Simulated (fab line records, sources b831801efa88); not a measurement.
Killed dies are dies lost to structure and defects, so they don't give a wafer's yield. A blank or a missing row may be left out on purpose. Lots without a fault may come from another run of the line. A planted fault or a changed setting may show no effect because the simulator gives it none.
fab line records | flow sfq_line
record lots=14 wafers=42 last_day=89
route steps=325 shown I5@236 C5@248
lots that met no fault: from a run of the same line without faults
start_h: hours from the record's first day to the start of the lot's first wafer shown | wait_h: hours since the lot's step before | " the same as in the row above | L1.1+2: a row that stands for several wafers | - no value, or no start given | * or withheld: withheld | < > ~ a bound
route shown NAME@n: a module of which the file shows steps, and the number in the route of the first | usual: mean/standard deviation of fault-free wafers | same: alike in all rows | chamber/n: place in a boat | sites: the reading at each site | _std_site: their standard deviation | _edge_site: outer sites' mean less inner sites' | radius_mm: how far each site lies from the wafer's centre | mask NAME#n: copy n | behind: the tool/chamber that last shaped the wafer | hold: why the lot was held/for how many hours/how that ended | device: the transistor (n, p or np) that didn't switch | end of line: the same wafers' tests at the end of the route | a step without rows: its recipe alone | killed: dies lost to structure and defects at the first sort, not the wafer's yield | map: a wafer's dies, x killed, . not, _ none there
set.NAME: the setting as run; set.NAME@STEP: as run at that earlier step | model.NAME: the simulator's own value behind a step, which no gauge read
steps of the route over a sample of lots; a table a step, a row a wafer
services: from which hour (start_h, from the record's first day; less than 0 if before it) a tool's chamber was out of use, for how many hours, and why
## steps
# step SFQ_TRILAYER_I5_BARC_OPEN_VIA_ETCH_200
# recipe mask_material=PR chemistry=O2 target_depth_nm=125 target=BARC source_w=500 bias_w=80 pressure_mtorr=30 time_s=41.7
# usual chamber_pressure_mTorr=30.004/0.027 drypump_motor_current_A=6.0/0.38 oes_product_au=0.685/0.0051 rf_fwd_power_W=494.9/2
# same time_s=41.7
# columns lot.wafer tool chamber start_h wait_h chamber_pressure_mTorr drypump_motor_current_A oes_product_au rf_fwd_power_W rf_hours_counter_h
L393.1 rie_diel-03 1 1530.91 0.0 30.001 6.2 0.685 493.8 0
L393.3 " 3 " " 29.964 6.2 0.687 496.1 17
L393.4 " 0 " " 30.026 5.7 0.686 497.5 4
L395.1 rie_diel-02 2 1619.99 0.0 29.987 6.4 0.683 497.5 16
L395.5 " 0 " " 30.003 6.1 0.685 495.9 -
L395.6 " 3 " " 29.992 6.3 0.681 492.3 -
L397.3 rie_diel-03 3 1623.59 0.0 30.008 6.2 0.691 495.5 18
L397.4 " 1 " " 30.023 6.1 0.691 493.8 2
L397.6 " 3 " " 29.996 6.2 0.681 498.2 -
L398.1 rie_diel-02 2 1624.79 0.0 30.006 6.4 0.691 497.0 16
L398.2 " 1 " " 29.984 5.0 0.689 498.1 22
L398.4 " 3 " " 30.002 6.3 0.692 494.4 16
L400.1 rie_diel-03 0 1634.51 0.0 29.982 5.7 0.693 498.5 5
L400.3 " 2 " " 30.021 6.3 0.687 497.8 18
L400.6 " 0 " " 29.993 5.7 0.685 496.5 -
L401.2 rie_diel-03 3 1651.03 0.0 30.034 6.2 0.681 498.6 19
L401.3 " 1 " " 30.000 6.2 0.687 494.8 2
L401.4 " 0 " " 29.988 5.8 0.690 574.3 6
L402.2 rie_diel-03 2 1654.63 0.0 29.959 6.4 0.684 494.4 18
L402.5 " 0 " " 30.057 5.7 0.693 575.9 -
L402.6 " 3 " " 29.978 6.3 0.690 496.1 -
L408.2 rie_diel-03 1 1849.78 0.0 29.982 6.2 0.692 494.0 3
L408.4 " 2 " " 30.005 6.3 0.687 493.7 20
L408.6 " 2 " " 30.027 6.4 0.685 493.9 -
L409.1 rie_diel-03 0 1867.91 0.0 30.053 5.8 0.680 497.3 7
L409.2 " 3 " " 30.023 6.2 0.684 494.9 0
L409.6 " 3 " " 29.977 6.3 0.686 495.8 -
L410.1 rie_diel-02 0 1887.23 0.0 30.015 6.1 0.672 493.6 0
L410.2 " 1 " " 29.987 5.0 0.688 495.8 3
L410.6 " 3 " " 30.010 6.3 0.681 494.8 -
L411.1 rie_diel-01 1 1907.14 0.0 30.042 6.3 0.687 496.6 16
L411.2 " 0 " " 30.043 5.6 0.686 492.4 17
L411.5 " 2 " " 29.994 6.0 0.683 497.2 -
L412.2 rie_diel-02 2 1915.67 0.0 30.016 6.4 0.676 497.4 20
L412.5 " 2 " " 30.006 6.4 0.687 495.0 -
L412.6 " 1 " " 29.974 5.0 0.684 495.0 -
L414.2 rie_diel-03 3 1956.91 0.0 29.975 6.2 0.681 493.6 1
L414.4 " 1 " " 30.016 6.2 0.686 494.0 4
L414.6 " 2 " " 29.989 6.4 0.681 493.9 -
L415.1 rie_diel-03 3 1966.51 0.0 30.024 6.2 0.683 497.1 1
L415.5 " 3 " " 29.994 6.3 0.688 495.0 -
L415.6 " 0 " " 29.999 5.7 0.691 493.4 -
# step SFQ_TRILAYER_I5_ETCH_VIA_ETCH_147
# recipe stop_on=Nb mask_material=PR chemistry=CHF3 target_depth_nm=360 source_w=500 bias_w=80 pressure_mtorr=30 time_s=withheld
# usual chamber_pressure_mTorr=29.996/0.028 drypump_motor_current_A=6.0/0.37 oes_product_au=0.987/0.007 rf_fwd_power_W=498.7/1.6
# columns lot.wafer tool chamber start_h wait_h chamber_pressure_mTorr drypump_motor_current_A oes_product_au rf_fwd_power_W
L393.1 rie_diel-03 1 1530.95 0.0 30.019 6.2 0.986 497.7
L393.3 " 3 " " 30.018 6.2 0.990 500.2
L393.4 " 0 " " 29.979 5.7 0.980 497.3
L395.1 rie_diel-02 2 1620.03 0.0 29.995 6.4 0.975 498.3
L395.5 " 0 " " 30.052 6.1 0.989 501.0
L395.6 " 3 " " 30.007 6.3 0.986 497.2
L397.3 rie_diel-03 3 1623.63 0.0 29.983 6.2 0.985 500.7
L397.4 " 1 " " 29.999 6.2 0.979 500.7
L397.6 " 3 " " 29.951 6.2 0.984 500.8
L398.1 rie_diel-02 2 1624.83 0.0 30.042 6.3 0.980 500.9
L398.2 " 1 " " 29.994 5.0 0.988 499.4
L398.4 " 3 " " 30.034 6.3 0.990 498.6
L400.1 rie_diel-03 0 1634.55 0.0 30.000 5.7 0.997 501.7
L400.3 " 2 " " 29.992 6.4 0.987 498.1
L400.6 " 0 " " 30.000 5.7 0.977 500.2
L401.2 rie_diel-03 3 1651.07 0.0 29.987 6.2 0.999 497.7
L401.3 " 1 " " 30.028 6.2 0.982 495.9
L401.4 " 0 " " 30.008 5.7 0.977 499.5
L402.2 rie_diel-03 2 1654.67 0.0 30.054 6.3 0.973 494.8
L402.5 " 0 " " 29.946 5.7 0.983 500.1
L402.6 " 3 " " 29.994 6.2 0.988 502.0
L408.2 rie_diel-03 1 1849.82 0.0 29.995 6.2 0.983 498.7
L408.4 " 2 " " 29.998 6.4 0.984 498.5
L408.6 " 2 " " 29.990 6.3 0.970 500.2
L409.1 rie_diel-03 0 1867.95 0.0 29.949 5.7 0.980 497.5
L409.2 " 3 " " 29.981 6.2 0.976 500.0
L409.6 " 3 " " 29.931 6.2 0.976 499.4
L410.1 rie_diel-02 0 1887.27 0.0 30.024 6.0 0.981 497.5
L410.2 " 1 " " 30.012 5.0 0.984 499.5
L410.6 " 3 " " 29.990 6.3 0.979 498.0
L411.1 rie_diel-01 1 1907.18 0.0 30.016 6.3 0.989 502.3
L411.2 " 0 " " 30.026 5.6 0.988 498.1
L411.5 " 2 " " 29.977 6.0 0.989 499.1
L412.2 rie_diel-02 2 1915.71 0.0 30.044 6.4 0.981 499.0
L412.5 " 2 " " 29.951 6.4 0.978 497.9
L412.6 " 1 " " 29.980 5.0 0.998 500.6
L414.2 rie_diel-03 3 1956.95 0.0 29.999 6.2 0.983 501.8
L414.4 " 1 " " 30.020 6.2 0.988 498.2
L414.6 " 2 " " 29.962 6.3 0.986 498.7
L415.1 rie_diel-03 3 1966.55 0.0 29.952 6.2 0.987 500.5
L415.5 " 3 " " 30.042 6.2 0.989 500.2
L415.6 " 0 " " 29.996 5.8 0.992 498.0
# step SFQ_TRILAYER_C5_ETCH_VIA_ETCH_154
# recipe target=SiO2 mask_material=PR chemistry=CHF3 target_depth_nm=84 source_w=500 bias_w=80 pressure_mtorr=30 time_s=withheld stop_on=Nb
# usual chamber_pressure_mTorr=30.000/0.027 drypump_motor_current_A=6.0/0.42 oes_product_au=0.891/0.0086 rf_fwd_power_W=495.4/1.8
# columns lot.wafer tool chamber start_h wait_h chamber_pressure_mTorr drypump_motor_current_A oes_product_au rf_fwd_power_W
L393.1 rie_diel-03 0 1629.63 0.0 29.972 5.7 0.896 497.6
L393.3 " 1 " " 29.999 6.2 0.885 495.8
L393.4 " 3 " " 29.969 6.2 0.897 495.2
L395.1 rie_diel-03 2 1699.19 0.0 29.932 6.3 0.884 494.9
L395.5 " 2 " " 30.008 6.4 0.895 493.7
L395.6 " 3 " " 29.997 6.3 0.887 495.9
L397.3 rie_diel-01 2 1711.19 0.0 29.984 6.0 0.882 496.5
L397.4 " 1 " " 30.008 6.3 0.897 494.3
L397.6 " 3 " " 29.961 5.6 0.886 495.3
L398.1 rie_diel-04 1 1713.59 0.0 30.015 6.6 0.890 497.2
L398.2 " 3 " " 30.002 5.9 0.898 496.6
L398.4 " 1 " " 29.967 6.7 0.901 495.8
L400.1 rie_diel-01 1 1718.52 0.0 29.993 6.3 0.887 497.0
L400.3 " 3 " " 29.983 5.6 0.898 495.7
L400.6 " 3 " " 30.016 5.6 0.899 492.1
L401.2 rie_diel-01 2 1735.32 0.0 30.015 6.0 0.870 495.6
L401.3 " 3 " " 29.989 5.6 0.879 491.5
L401.4 " 0 " " 29.989 5.6 0.881 496.3
L402.2 rie_diel-03 2 1741.52 0.0 29.990 6.3 0.889 497.1
L402.5 " 3 " " 30.008 6.3 0.900 495.6
L402.6 " 2 " " 30.005 6.4 0.903 496.4
L408.2 rie_diel-01 1 1862.07 0.0 29.943 6.3 0.888 493.1
L408.4 " 2 " " 29.984 6.0 0.900 496.2
L408.6 " 1 " " 29.997 6.3 0.900 494.7
L409.1 rie_diel-01 1 1871.33 0.0 29.997 6.3 0.890 493.5
L409.2 " 0 " " 29.967 5.6 0.882 492.2
L409.6 " 0 " " 29.964 5.6 0.909 491.9
L410.1 rie_diel-03 1 1905.86 0.0 29.991 6.2 0.882 491.9
L410.2 " 3 " " 29.959 6.2 0.890 495.6
L410.6 " 2 " " 29.986 6.4 0.900 496.6
L411.1 rie_diel-04 3 1920.48 0.0 29.979 5.9 0.900 495.9
L411.2 " 2 " " 29.974 5.6 0.882 492.7
L411.5 " 3 " " 30.011 5.9 0.902 496.3
L412.2 rie_diel-03 0 1921.68 0.0 29.984 5.7 0.908 496.5
L412.5 " 2 " " 30.020 6.4 0.906 494.6
L412.6 " 1 " " 29.981 6.2 0.908 493.3
L414.2 rie_diel-04 1 2031.02 0.0 30.000 6.6 0.877 496.5
L414.4 " 2 " " 29.987 5.6 0.892 494.8
L414.6 " 2 " " 30.005 5.6 0.896 495.1
L415.1 rie_diel-04 1 2037.14 0.0 29.979 6.6 0.903 494.5
L415.5 " 1 " " 30.003 6.6 0.891 494.0
L415.6 " 0 " " 30.074 5.0 0.892 496.2
# step SFQ_TRILAYER_C5_STRIP_STRIP_155
# recipe gas=O2 power_w=200 platen_temp_c=40 overash_fraction=0.65 chemistry=O2 pressure_mtorr=50
# usual chamber_pressure_mTorr=50.00/0.044 drypump_motor_current_A=5.8/0.45 oes_product_au=1.002/0.0092
# columns lot.wafer tool chamber start_h wait_h chamber_pressure_mTorr drypump_motor_current_A oes_product_au rf_hours_counter_h
L393.1 rie_metal-03 0 1629.68 - 49.98 6.0 1.006 113
L393.3 " 1 " " 49.93 6.4 0.989 -
L393.4 " 0 " " 50.04 6.0 0.993 -
L395.1 rie_metal-03 0 1699.24 - 50.00 6.0 1.010 123
L395.5 " 0 " " 50.02 6.0 1.005 -
L395.6 " 1 " " 49.99 6.4 1.013 -
L397.3 rie_metal-03 1 1711.44 - 50.03 6.4 0.995 -
L397.4 " 0 " " 49.97 6.0 1.004 -
L397.6 " 0 " " 49.99 6.0 1.003 -
L398.1 rie_metal-03 0 1713.64 - 49.92 6.0 1.015 126
L398.2 " 1 " " 50.05 6.4 1.014 69
L398.4 " 1 " " 50.08 6.4 1.009 -
L400.1 rie_metal-02 1 1718.57 - 49.95 5.4 1.007 26
L400.3 " 1 " " 49.99 5.4 0.999 -
L400.6 " 0 " " 50.02 5.1 1.002 -
L401.2 rie_metal-03 1 1735.37 - 49.96 6.4 1.003 74
L401.3 " 1 " " 49.97 6.4 0.999 -
L401.4 " 0 " " 49.92 6.0 1.014 -
L402.2 rie_metal-04 1 1741.57 - 50.04 6.0 1.000 94
L402.5 " 0 " " 50.03 5.8 1.008 -
L402.6 " 1 " " 50.01 6.0 1.010 -
L408.2 rie_metal-04 1 1862.12 - 50.06 6.0 0.993 106
L408.4 " 0 " " 49.97 5.8 1.007 -
L408.6 " 1 " " 49.98 6.0 0.996 -
L409.1 rie_metal-03 1 1871.37 - 50.06 6.4 1.003 95
L409.2 " 1 " " 49.96 6.4 1.010 -
L409.6 " 1 " " 49.97 6.4 1.013 -
L410.1 rie_metal-04 1 1905.90 - 50.02 6.0 1.000 110
L410.2 " 0 " " 50.02 5.8 0.999 119
L410.6 " 0 " " 49.98 5.8 1.012 -
L411.1 rie_metal-03 0 1920.53 - 50.00 6.0 1.006 6
L411.2 " 1 " " 50.02 6.4 1.006 103
L411.5 " 1 " " 49.97 6.4 1.001 -
L412.2 rie_metal-03 0 1921.73 - 50.03 6.0 0.994 6
L412.5 " 0 " " 49.98 6.0 1.001 -
L412.6 " 1 " " 50.00 6.4 1.002 -
L414.2 rie_metal-02 0 2031.07 - 49.96 5.1 0.993 89
L414.4 " 0 " " 50.07 5.1 0.990 -
L414.6 " 0 " " 49.92 5.1 0.994 -
L415.1 rie_metal-02 1 2037.19 - 50.00 5.4 0.994 70
L415.5 " 1 " " 49.97 5.4 0.994 -
L415.6 " 0 " " 49.95 5.1 0.995 -
## services
# columns tool chamber start_h hours kind
rie_diel-02 2 1512.45 1.7 repair
rie_diel-02 1 1521.05 23.7 repair
rie_diel-01 3 1530.37 10.0 repair
rie_diel-02 2 1584.18 8.3 repair
rie_diel-02 3 1584.28 3.2 repair
rie_diel-01 2 1593.34 8.6 repair
rie_diel-02 3 1639.41 3.1 repair
rie_diel-02 0 1711.31 38.1 repair
rie_diel-03 - 1733.22 1.0 repair
rie_diel-03 2 1753.67 2.3 repair
rie_diel-02 2 1754.04 10.1 repair
rie_diel-01 3 1772.83 5.0 repair
rie_diel-01 - 1774.46 1.9 repair
rie_diel-02 2 1775.44 13.8 repair
rie_metal-03 - 1825.23 2.8 pm
rie_diel-03 2 1855.38 5.8 repair
rie_diel-03 1 1857.96 11.0 repair
rie_diel-02 - 1880.47 0.4 repair
rie_diel-03 3 1901.39 1.2 repair
rie_diel-01 3 1905.49 8.4 repair
rie_diel-03 - 1917.70 2.8 pm
rie_diel-03 1 1929.09 2.8 repair
rie_diel-02 - 2007.18 2.8 pm
rie_metal-03 - 2021.08 1.4 pm
## key
first_sign step=SFQ_TRILAYER_I5_BARC_OPEN_VIA_ETCH_200 reading=rf_fwd_power_W direction=up sigmas=40 usual=494.9 struck=575.1
effect none on later readings
met_at SFQ_TRILAYER_I5_BARC_OPEN_VIA_ETCH_200
struck_lots L401,L402
struck_wafers L401.4,L402.5
not_acting_at SFQ_TRILAYER_I5_ETCH_VIA_ETCH_147,SFQ_TRILAYER_C5_ETCH_VIA_ETCH_154,SFQ_TRILAYER_C5_STRIP_STRIP_155
onset_between 1634.51 1651.03
fault kind=process_parameter_drift tool=rie_diel-03 chamber=0 onset_h=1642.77 steps=SFQ_TRILAYER_I5_BARC_OPEN_VIA_ETCH_200 channel=source_w offset=80 shape=step end_h=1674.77 acts_in=these_recipes_only stated=500
